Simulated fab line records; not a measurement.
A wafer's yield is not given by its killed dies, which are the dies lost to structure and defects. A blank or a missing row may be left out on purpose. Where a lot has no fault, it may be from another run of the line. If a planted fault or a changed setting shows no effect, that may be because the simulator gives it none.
Lot-split experiment | flow sfq line | route with 325 steps; 5 lots, 23 wafers read

## THE SPLIT ITSELF
At SFQ_TRILAYER_R5_LITHO_COAT_136 (resist thk 600 nm), the setting spin rpm was moved away from the recipe's 3000 rpm on 4 of the 23 wafers read, by +3.3% to +7.2%. For the rest of the wafers, this setting stayed at what the recipe calls for.

The split's own step is where the reading is taken.

## THE READING
KrF_of_TRILAYER_R5_LITHO_COAT_136.thk nm (the simulator's own value, which no gauge read), in nm, at SFQ_TRILAYER_R5_LITHO_COAT_136 (resist thk 600 nm). The file gives no usual value for it. Average 599.4 nm, standard deviation 1 nm, over the 19 wafers here run with the recipe.

wafer  | tool, chamber at the split | spin rpm as run, rpm | against the recipe | KrF_of_TRILAYER_R5_LITHO_COAT_136.thk nm, nm | against lot-mates on the recipe
L074.2 | litho track-03, 0          | 3000                 | recipe             | 599.5                                        | -
L074.3 | litho track-03, 0          | 3100                 | +3.3%              | 586.5                                        | -12.4
L074.4 | litho track-03, 0          | 3000                 | recipe             | 598.8                                        | -
L074.5 | litho track-03, 0          | 3100                 | +3.3%              | 588                                          | -10.9
L074.6 | litho track-03, 0          | 3000                 | recipe             | 598.5                                        | -
L078.1 | litho track-02, 0          | 3000                 | recipe             | 600                                          | -
L078.3 | litho track-02, 0          | 3000                 | recipe             | 599.2                                        | -
L078.4 | litho track-02, 0          | 3000                 | recipe             | 599                                          | -
L078.5 | litho track-02, 0          | 3215                 | +7.2%              | 580                                          | -19.4
L078.6 | litho track-02, 0          | 3215                 | +7.2%              | 580.9                                        | -18.5
L079.1 | litho track-01, 0          | 3000                 | recipe             | 601.2                                        | -
L079.2 | litho track-01, 0          | 3000                 | recipe             | 599.3                                        | -
L079.3 | litho track-01, 0          | 3000                 | recipe             | 600.9                                        | -
L079.5 | litho track-01, 0          | 3000                 | recipe             | 599.5                                        | -
L079.6 | litho track-01, 0          | 3000                 | recipe             | 600.8                                        | -
L081.2 | litho track-01, 0          | 3000                 | recipe             | 600                                          | -
L081.3 | litho track-01, 0          | 3000                 | recipe             | 600.3                                        | -
L081.6 | litho track-01, 0          | 3000                 | recipe             | 599.7                                        | -
L084.1 | litho track-01, 0          | 3000                 | recipe             | 597                                          | -
L084.2 | litho track-01, 0          | 3000                 | recipe             | 599                                          | -
L084.3 | litho track-01, 0          | 3000                 | recipe             | 598.3                                        | -
L084.4 | litho track-01, 0          | 3000                 | recipe             | 598.4                                        | -
L084.5 | litho track-01, 0          | 3000                 | recipe             | 598.4                                        | -

THE FIT
A straight line over all 23 wafers: KrF_of_TRILAYER_R5_LITHO_COAT_136.thk nm changes by -2.79 nm for each +1% of spin rpm; r = -0.98; the points scatter about the line by 1.4 nm.
The same after taking each lot's own level away (the mean of its wafers on the recipe; 23 wafers): -2.78 nm for each +1%; r = -0.99; scatter 1 nm.
Per that fit: largest spin rpm move, reading shift of 20 nm.
Measured against the standard deviation above, the lots' own levels, which go from 598.22 to 600.34 nm, span 2.1 times it.
The two slopes are in agreement: the lot-to-lot level therefore moves the slope only a little.
Check: -20.5 nm against its lot-mates is what the line predicts for one of the wafers moved furthest among these (+7.2%) when that wafer is left out of the fit. It came out at -19.4 nm against them.

## FURTHER SPLITS ON THESE WAFERS
Note: prior to the reading, these wafers also went through further splits. Each is held against what the fit with the lots' levels taken away leaves over:
other split on the same wafers          | wafers away from the commonest value | r with KrF_of_TRILAYER_R5_LITHO_COAT_136.thk nm (lot level and that fit taken away)
SFQ_TRILAYER_M5_LITHO_COAT_123 spin rpm | 6                                    | +0.25

## FILE'S OWN FIT
KrF_of_TRILAYER_R5_LITHO_COAT_136.thk nm changes by -2.8 nm for each +1% of spin rpm, r = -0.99.
